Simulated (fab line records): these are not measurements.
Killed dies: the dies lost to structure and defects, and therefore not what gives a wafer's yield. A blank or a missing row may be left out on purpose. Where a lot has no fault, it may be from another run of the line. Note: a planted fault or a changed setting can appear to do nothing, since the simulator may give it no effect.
Tool commonality check	flow sky130	Lots sampled 11, wafers sampled 33

WHY THIS WAS OPENED
SKY_NWELL_TW_MEAS_15, reading NWELL_TW: flagged on 2 of 11 lots. Fault-free wafers read 1821, with a standard deviation of 11.
Rule: a lot gets a flag if all its wafers with a number sit over 4 standard deviations from that mean, or if no wafer of it has a number. The rest of the lots are taken to be sound.

lot	measured	on	NWELL_TW, wafer by wafer	flag
L832	day 4 18:28	filmMetro-03	1830 1823 1825	
L834	day 5 04:19	filmMetro-02	1801 1821 1813	
L837	day 6 02:55	filmMetro-01	1802 1804 1808	
L839	day 6 11:35	filmMetro-01	1812 1815 1809	
L841	day 7 00:04	filmMetro-02	1814 1815 1830	
L842	day 7 05:48	filmMetro-01	1814 1816 1816	
L843	day 7 11:23	filmMetro-02	1879 1890 1885	FLAGGED
L845	day 7 22:58	filmMetro-02	1871 1887 1872	FLAGGED
L849	day 8 23:54	filmMetro-03	1835 1833 1851	
L851	day 9 08:19	filmMetro-01	1823 1823 1822	
L854	day 10 03:34	filmMetro-02	1827 1825 1813	
On average the flagged lots' numbers are 1881, which is +60 against the usual, or +5 standard deviations.

EACH LOT AND THE TOOL IT RAN ON
The record keeps 1 process step preceding the reading, out of 708 steps on the route. Cell contents, in order: the tool; ch with the chambers the sampled wafers went through; the start.
lot	flag	SKY_NWELL_IMPLANT_11
L832		implanter-04 ch 0, day 4 17:56
L834		implanter-04 ch 0, day 5 03:47
L837		implanter-02 ch 0, day 6 02:22
L839		implanter-02 ch 0, day 6 11:04
L841		implanter-03 ch 0, day 6 23:31
L842		implanter-03 ch 0, day 7 05:15
L843	FLAGGED	implanter-02 ch 0, day 7 10:52
L845	FLAGGED	implanter-02 ch 0, day 7 22:25
L849		implanter-03 ch 0, day 8 23:21
L851		implanter-04 ch 0, day 9 07:46
L854		implanter-03 ch 0, day 10 03:02
What these steps do:
- SKY_NWELL_IMPLANT_11
- SKY_NWELL_TW_MEAS_15

FLAGGED AGAINST TOTAL, ONE TOOL AT A TIME (gauges that did the reading follow at the end)
step	tool	lots run	flagged	share of the flagged lots	sound lots run after its first flagged lot
SKY_NWELL_IMPLANT_11	implanter-02	4	2	all	0
SKY_NWELL_IMPLANT_11	implanter-03	4	0	none	-
SKY_NWELL_IMPLANT_11	implanter-04	3	0	none	-
SKY_NWELL_TW_MEAS_15	filmMetro-01	4	0	none	-
SKY_NWELL_TW_MEAS_15	filmMetro-02	5	2	all	1 (L854)
SKY_NWELL_TW_MEAS_15	filmMetro-03	2	0	none	-

WHAT THE TABLE ALLOWS
Table rows that saw every flagged lot: 2, namely implanter-02 at SKY_NWELL_IMPLANT_11 and filmMetro-02 at SKY_NWELL_TW_MEAS_15.
- implanter-02 at SKY_NWELL_IMPLANT_11 ran 4 lots, 2 of them flagged. A fault beginning between L839 (day 6 11:04), its last sound lot, and L843 (day 7 10:52), its first flagged one, fits the data. Its own readings (doseIonsCm2, faradayCurrentUA) fall more than 4 standard deviations out on all wafers of the flagged lots.
- filmMetro-02 at SKY_NWELL_TW_MEAS_15 ran 5 lots, 2 of them flagged. Sound lots ran on it after the first flagged one (L854), which a lasting fault on the whole tool wouldn't allow.
One tool is left: implanter-02 at SKY_NWELL_IMPLANT_11.

WHAT THE SIMULATOR PUT IN
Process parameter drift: implanter-02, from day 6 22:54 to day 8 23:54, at SKY_NWELL_IMPLANT_11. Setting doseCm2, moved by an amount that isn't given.
Lots struck among those shown: L843, L845. The rule above found the same.
